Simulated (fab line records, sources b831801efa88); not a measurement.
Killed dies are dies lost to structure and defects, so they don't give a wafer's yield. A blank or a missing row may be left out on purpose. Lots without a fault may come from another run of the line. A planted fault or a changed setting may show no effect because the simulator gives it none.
Split-lot experiment | flow sky130 | 5 lots, 23 wafers read, on a route of 708 steps

THE SPLIT
At SKY_METAL4_ETCH_17 (etches SiO2 in C4F8/O2/Ar, stops on TiN, time 3.9 s, target depth 15 nm), the setting time_s was moved away from the recipe's 3.9 s on 11 of the 23 wafers read, by -10.6% to +14.9%. The other wafers ran this setting at the recipe's value.

The reading is taken at the split's own step.

THE READING
oes_product_au, in a.u., at SKY_METAL4_ETCH_17 (etches SiO2 in C4F8/O2/Ar, stops on TiN, time 3.9 s, target depth 15 nm). Fault-free wafers of this fab line usually give 0.753 a.u., standard deviation 0.0076 a.u..

wafer  | tool, chamber at the split | time_s as run, s | against the recipe | oes_product_au, a.u. | against lot-mates on the recipe
L074.1 | rie_diel-01, 0             | 3.9              | recipe             | 0.747                | -
L074.2 | rie_diel-01, 2             | 3.9              | recipe             | 0.749                | -
L074.6 | rie_diel-01, 0             | 3.9              | recipe             | 0.750                | -
L080.2 | rie_diel-03, 3             | 3.486            | -10.6%             | 0.787                | +0.033
L080.3 | rie_diel-03, 0             | 3.9              | recipe             | 0.746                | -
L080.4 | rie_diel-03, 2             | 3.9              | recipe             | 0.754                | -
L080.5 | rie_diel-03, 2             | 3.486            | -10.6%             | 0.808                | +0.054
L080.6 | rie_diel-03, 3             | 3.9              | recipe             | 0.762                | -
L081.1 | rie_diel-04, 1             | 3.547            | -9.1%              | 0.786                | +0.033
L081.2 | rie_diel-04, 0             | 3.9              | recipe             | 0.744                | -
L081.4 | rie_diel-04, 3             | 3.9              | recipe             | 0.762                | -
L081.5 | rie_diel-04, 2             | 3.547            | -9.1%              | 0.798                | +0.045
L081.6 | rie_diel-04, 3             | 3.547            | -9.1%              | 0.802                | +0.049
L082.1 | rie_diel-03, 1             | 3.9              | recipe             | 0.752                | -
L082.3 | rie_diel-03, 2             | 3.9              | recipe             | 0.746                | -
L082.4 | rie_diel-03, 0             | 4.48             | +14.9%             | 0.718                | -0.031
L082.5 | rie_diel-03, 1             | 4.48             | +14.9%             | 0.715                | -0.034
L082.6 | rie_diel-03, 2             | 4.48             | +14.9%             | 0.720                | -0.029
L085.1 | rie_diel-04, 1             | 4.118            | +5.6%              | 0.723                | -0.026
L085.2 | rie_diel-04, 0             | 3.9              | recipe             | 0.753                | -
L085.3 | rie_diel-04, 2             | 3.9              | recipe             | 0.745                | -
L085.5 | rie_diel-04, 1             | 4.118            | +5.6%              | 0.742                | -0.007
L085.6 | rie_diel-04, 2             | 4.118            | +5.6%              | 0.735                | -0.014

THE FIT
A straight line over all 23 wafers: oes_product_au changes by -0.00329 a.u. for each +1% of time_s; r = -0.93; the points scatter about the line by 0.0099 a.u..
The same after taking each lot's own level away (the mean of its wafers on the recipe; 23 wafers): -0.00309 a.u. for each +1%; r = -0.93; scatter 0.0094 a.u..
On that fit, the largest move of time_s shifts the reading by 0.046 a.u..
The lots' own levels span 0.7487 to 0.7540 a.u., that is 0.7 times the standard deviation above.
So the lot-to-lot level changes the slope little: the two slopes agree.
Check: with one of the wafers moved furthest among these (+14.9%) left out of the fit, the line predicts -0.0437 a.u. for it against its lot-mates. It came out at -0.031 a.u. against them.
Tool readings at the split's step, against how far the setting was moved: oes_product_au r = -0.93.

OTHER SPLITS ON THESE WAFERS
These wafers also went through other splits before the reading. Each is held against what the fit with the lots' levels taken away leaves over:
other split on the same wafers     | wafers away from the commonest value | r with oes_product_au (lot level and that fit taken away)
SKY_METAL2_ETCH_18 ion_energy_ev   | 7                                    | +0.28
SKY_VIA2_CMP_02 leave_above_ref_nm | 8                                    | -0.21
SKY_VIA2_ETCH_14 ion_energy_ev     | 7                                    | +0.23
SKY_VIA2_CVD_21 temp_c             | 9                                    | +0.16
SKY_VIA3_STRIP_16 pressure_mtorr   | 18                                   | +0.03

THE FILE'S OWN FIT
oes_product_au changes by -0.00314 a.u. for each +1% of time_s, r = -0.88.
